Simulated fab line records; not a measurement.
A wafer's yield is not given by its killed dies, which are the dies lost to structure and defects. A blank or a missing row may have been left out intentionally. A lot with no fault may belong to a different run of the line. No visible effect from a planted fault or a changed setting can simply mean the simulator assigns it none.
fab line records	flow sky130
record lots=15	wafers=45	lastDay=50
route steps=708 shown DNWELL@44 VT_ADJUST_LVTN@101 LDD_HVN@274 LI_CONTACT@385
lots that met no fault: taken from a fault-free run of the same line
startH: hours from the record's opening day to when the first of the lot's shown wafers began	waitH: time in hours since the lot's previous step	" same as the row above	L1.1+2: one row covering several wafers at once	- value missing, or start not given	* or withheld: withheld	< > ~ a bound
route shown NAME@n: a module of which the file shows steps, and the number in the route of the first	usual: the fault-free wafers' mean and standard deviation	same: alike in all rows	chamber/n: place in a boat	sites: each site's reading	_std_site: standard deviation of those values	_edge_site: the outer-site mean with the inner-site mean subtracted	radiusMm: for every site, how far away it sits from the centre of the wafer	mask NAME#n: copy n	behind: tool/chamber where the wafer was last shaped	hold: the reason the lot was held/the length of the hold in hours/how it ended	device: names the non-switching transistor (n, p or np)	end of line: the route-end tests of the same wafers	for a step that has no rows: nothing shown but its recipe	killed: not the wafer's yield, but the dies lost to structure and defects at the first sort	map: a wafer's dies, marking killed ones x, the rest . and places with no die _
set.NAME: the setting the step ran with; set.NAME@STEP: the setting that earlier step ran with	model.NAME: the simulator's own value behind a step, which no gauge read
one table for each step of the route and one row for each wafer, over a sample of lots
services: from which hour (startH, from the record's first day; less than 0 if before it) a tool's chamber was out of use, for how many hours, and why
## steps
# step SKY_DNWELL_TW_MEAS_09
# usual DNWELL_TW=1115/10
lot.wafer	tool	chamber	startH	waitH	DNWELL_TW
L435.3	filmMetro-02	-	60.68	0.1	1136
L435.4	"	-	"	"	1129
L435.6	"	-	"	"	1136
L437.1	filmMetro-02	-	71.11	0.1	1134
L437.2	"	-	"	"	1131
L437.3	"	-	"	"	1128
L439.2	filmMetro-01	-	77.84	0.1	1109
L439.4	"	-	"	"	1109
L439.6	"	-	"	"	1112
L440.3	filmMetro-02	-	84.63	0.1	1123
L440.5	"	-	"	"	1119
L440.6	"	-	"	"	1115
L442.2	filmMetro-01	-	93.12	0.1	1107
L442.3	"	-	"	"	1101
L442.6	"	-	"	"	1098
L443.2	filmMetro-03	-	96.07	0.1	1111
L443.5	"	-	"	"	1111
L443.6	"	-	"	"	1113
L445.4	filmMetro-03	-	107.39	0.1	1117
L445.5	"	-	"	"	1111
L445.6	"	-	"	"	1107
L446.1	filmMetro-03	-	116.23	0.1	1118
L446.2	"	-	"	"	1122
L446.3	"	-	"	"	1115
L448.3	filmMetro-02	-	120.78	0.1	1115
L448.4	"	-	"	"	1121
L448.6	"	-	"	"	1122
L449.2	filmMetro-03	-	125.62	0.1	1109
L449.3	"	-	"	"	1111
L449.5	"	-	"	"	1116
L450.2	filmMetro-02	-	131.24	0.1	1133
L450.3	"	-	"	"	1129
L450.4	"	-	"	"	1125
L451.1	filmMetro-01	-	137.63	0.1	1100
L451.3	"	-	"	"	1098
L451.5	"	-	"	"	1101
L454.2	filmMetro-01	-	152.94	0.1	1102
L454.3	"	-	"	"	1101
L454.6	"	-	"	"	1110
L455.2	filmMetro-01	-	164.17	0.1	1103
L455.3	"	-	"	"	1108
L455.4	"	-	"	"	1103
L457.4	filmMetro-01	-	173.84	0.1	1102
L457.5	"	-	"	"	1105
L457.6	"	-	"	"	1103
# step SKY_VT_ADJUST_LVTN_EXPOSE_04
# recipe maskId=NWM_COMPLEMENT_LESS_NATIVE	na=0.6	sourceShape=conventional	sigmaOuter=0.6	polarization=unpolarized	targetCdNm=840	doseMj=194
lot.wafer	tool	chamber	startH	waitH	mask
L435.3+4+6	ilineStepper-01	0	141.68	-	NWM_COMPLEMENT_LESS_NATIVE#0
L437.1+2+3	ilineStepper-02	0	153.26	-	NWM_COMPLEMENT_LESS_NATIVE#0
L439.2+4+6	ilineStepper-02	0	162.25	-	NWM_COMPLEMENT_LESS_NATIVE#0
L440.3+5+6	ilineStepper-01	0	171.52	-	NWM_COMPLEMENT_LESS_NATIVE#0
L442.2+3+6	ilineStepper-01	0	180.13	-	NWM_COMPLEMENT_LESS_NATIVE#0
L443.2+5+6	ilineStepper-01	0	182.73	-	NWM_COMPLEMENT_LESS_NATIVE#0
L445.4+5+6	ilineStepper-02	0	198.71	-	NWM_COMPLEMENT_LESS_NATIVE#0
L446.1+2+3	ilineStepper-02	0	206.03	-	NWM_COMPLEMENT_LESS_NATIVE#0
L448.3+4+6	ilineStepper-02	0	212.19	-	NWM_COMPLEMENT_LESS_NATIVE#0
L449.2+3+5	ilineStepper-02	0	219.33	-	NWM_COMPLEMENT_LESS_NATIVE#0
L450.2+3+4	ilineStepper-02	0	225.43	-	NWM_COMPLEMENT_LESS_NATIVE#0
L451.1+3+5	ilineStepper-02	0	232.63	-	NWM_COMPLEMENT_LESS_NATIVE#0
L454.2+3+6	ilineStepper-01	0	248.48	-	NWM_COMPLEMENT_LESS_NATIVE#0
L455.2+3+4	ilineStepper-01	0	260.63	-	NWM_COMPLEMENT_LESS_NATIVE#0
L457.4+5+6	ilineStepper-01	0	273.16	-	NWM_COMPLEMENT_LESS_NATIVE#0
# step SKY_VT_ADJUST_LVTN_OVL_MEAS_07
# usual VT_ADJUST_LVTN_OVL=0.3/1.8
lot.wafer	tool	chamber	startH	waitH	VT_ADJUST_LVTN_OVL[nm]
L435.3	overlay-01	-	151.42	-	2.1
L435.4	"	-	"	"	2.2
L435.6	"	-	"	"	3.5
L437.1	overlay-02	-	163.11	-	-2.2
L437.2	"	-	"	"	-0.8
L437.3	"	-	"	"	-0.2
L439.2	overlay-02	-	171.82	-	0.2
L439.4	"	-	"	"	1.4
L439.6	"	-	"	"	0.3
L440.3	overlay-01	-	181.72	-	1.0
L440.5	"	-	"	"	1.5
L440.6	"	-	"	"	1.0
L442.2	overlay-02	-	190.37	-	4.0
L442.3	"	-	"	"	1.7
L442.6	"	-	"	"	1.5
L443.2	overlay-01	-	192.57	-	1.7
L443.5	"	-	"	"	1.3
L443.6	"	-	"	"	0.4
L445.4	overlay-02	-	208.53	-	-0.3
L445.5	"	-	"	"	0.4
L445.6	"	-	"	"	1.0
L446.1	overlay-02	-	215.66	-	-1.3
L446.2	"	-	"	"	-1.0
L446.3	"	-	"	"	-1.8
L448.3	overlay-02	-	223.17	-	185.3
L448.4	"	-	"	"	185.1
L448.6	"	-	"	"	185.1
L449.2	overlay-02	-	230.57	-	183.0
L449.3	"	-	"	"	183.4
L449.5	"	-	"	"	184.9
L450.2	overlay-01	-	236.54	-	185.3
L450.3	"	-	"	"	185.4
L450.4	"	-	"	"	186.2
L451.1	overlay-02	-	243.91	-	182.6
L451.3	"	-	"	"	183.7
L451.5	"	-	"	"	185.1
L454.2	overlay-02	-	259.67	-	1.2
L454.3	"	-	"	"	1.7
L454.6	"	-	"	"	0.4
L455.2	overlay-01	-	272.34	-	2.0
L455.3	"	-	"	"	3.0
L455.4	"	-	"	"	2.7
L457.4	overlay-02	-	285.23	-	0.6
L457.5	"	-	"	"	1.5
L457.6	"	-	"	"	1.0
# step SKY_LDD_HVN_OVL_MEAS_07
# usual LDD_HVN_OVL=-0.9/1.2
lot.wafer	tool	chamber	startH	waitH	LDD_HVN_OVL[nm]
L435.3	overlay-02	-	482.66	0.1	-1.5
L435.4	"	-	"	"	-0.2
L435.6	"	-	"	"	-1.1
L437.1	overlay-01	-	491.86	0.1	0.5
L437.2	"	-	"	"	-0.9
L437.3	"	-	"	"	0.9
L439.2	overlay-01	-	504.20	0.1	-2.3
L439.4	"	-	"	"	-3.2
L439.6	"	-	"	"	-1.9
L440.3	overlay-02	-	509.36	0.1	-2.4
L440.5	"	-	"	"	-1.8
L440.6	"	-	"	"	-2.9
L442.2	overlay-01	-	528.96	0.1	-0.3
L442.3	"	-	"	"	-0.6
L442.6	"	-	"	"	-1.4
L443.2	overlay-01	-	530.80	0.1	-1.0
L443.5	"	-	"	"	0.0
L443.6	"	-	"	"	-0.8
L445.4	overlay-02	-	556.31	0.1	-1.3
L445.5	"	-	"	"	-1.0
L445.6	"	-	"	"	-2.9
L446.1	overlay-01	-	564.08	0.1	-1.9
L446.2	"	-	"	"	-2.9
L446.3	"	-	"	"	-2.0
L448.3	overlay-02	-	576.44	0.1	-0.6
L448.4	"	-	"	"	-1.6
L448.6	"	-	"	"	-1.9
L449.2	overlay-01	-	584.73	0.1	-1.3
L449.3	"	-	"	"	-1.8
L449.5	"	-	"	"	-3.0
L450.2	overlay-02	-	589.83	0.1	-1.8
L450.3	"	-	"	"	-2.9
L450.4	"	-	"	"	0.2
L451.1	overlay-01	-	599.21	0.1	-1.4
L451.3	"	-	"	"	-1.3
L451.5	"	-	"	"	-1.4
L454.2	overlay-02	-	622.41	0.1	0.5
L454.3	"	-	"	"	-0.3
L454.6	"	-	"	"	0.0
L455.2	overlay-02	-	634.65	0.1	-1.1
L455.3	"	-	"	"	-2.3
L455.4	"	-	"	"	-1.6
L457.4	overlay-02	-	646.66	0.1	0.4
L457.5	"	-	"	"	1.2
L457.6	"	-	"	"	1.2
# step SKY_LI_CONTACT_THK_MEAS_23
# recipe thkMeasGauge=xrf	reads=W_of_LI_CONTACT_CVD_21
# usual LI_CONTACT_W_THK=385/4.8
lot.wafer	tool	chamber	startH	waitH	LI_CONTACT_W_THK[nm]
L435.3	filmMetro-01	-	693.69	0.1	380
L435.4	"	-	"	"	376
L435.6	"	-	"	"	381
L437.1	filmMetro-01	-	701.27	0.1	391
L437.2	"	-	"	"	380
L437.3	"	-	"	"	382
L439.2	filmMetro-01	-	712.46	0.1	387
L439.4	"	-	"	"	379
L439.6	"	-	"	"	380
L440.3	filmMetro-01	-	717.97	0.1	387
L440.5	"	-	"	"	394
L440.6	"	-	"	"	389
L442.2	filmMetro-04	-	735.36	0.1	388
L442.3	"	-	"	"	389
L442.6	"	-	"	"	385
L443.2	filmMetro-04	-	739.86	0.1	390
L443.5	"	-	"	"	386
L443.6	"	-	"	"	394
L445.4	filmMetro-04	-	760.61	0.1	392
L445.5	"	-	"	"	390
L445.6	"	-	"	"	393
L446.1	filmMetro-01	-	769.19	0.1	384
L446.2	"	-	"	"	385
L446.3	"	-	"	"	392
L448.3	filmMetro-04	-	779.26	0.1	384
L448.4	"	-	"	"	388
L448.6	"	-	"	"	391
L449.2	filmMetro-01	-	786.18	0.1	390
L449.3	"	-	"	"	382
L449.5	"	-	"	"	385
L450.2	filmMetro-01	-	790.88	0.1	384
L450.3	"	-	"	"	381
L450.4	"	-	"	"	385
L451.1	filmMetro-04	-	801.72	0.1	390
L451.3	"	-	"	"	394
L451.5	"	-	"	"	388
L454.2	filmMetro-03	-	822.18	0.1	388
L454.3	"	-	"	"	383
L454.6	"	-	"	"	381
L455.2	filmMetro-01	-	833.88	0.1	384
L455.3	"	-	"	"	388
L455.4	"	-	"	"	381
L457.4	filmMetro-03	-	843.07	0.1	380
L457.5	"	-	"	"	384
L457.6	"	-	"	"	386
## services
tool	chamber	startH	hours	kind
ilineStepper-02	-	120.89	8.9	pm
ilineStepper-02	-	139.32	4.3	pm
ilineStepper-01	-	143.65	1.7	pm
ilineStepper-01	-	250.90	3.5	repair
ilineStepper-02	-	263.75	1.7	pm
## key
firstSign step=SKY_VT_ADJUST_LVTN_OVL_MEAS_07	reading=VT_ADJUST_LVTN_OVL	direction=up	sigmas=99+	usual=0.3	struck=184.6
effect none on later readings
metAt SKY_VT_ADJUST_LVTN_EXPOSE_04
struckLots L448,L449,L450,L451
rowsEnd L448.3,L448.4,L448.6,L449.2,L449.3,L449.5,L450.2,L450.3,L450.4,L451.1,L451.3,L451.5
notActingAt SKY_DNWELL_TW_MEAS_09,SKY_LDD_HVN_OVL_MEAS_07,SKY_LI_CONTACT_THK_MEAS_23
onsetBetween 206.03 212.19
fault kind=scannerMatchingOverlay	tool=ilineStepper-02	chamber=-	onsetH=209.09	steps=SKY_VT_ADJUST_LVTN_EXPOSE_04	offset=185.69
# rowsEnd: these wafers met a further fault down the route, and their rows from its step on are left out
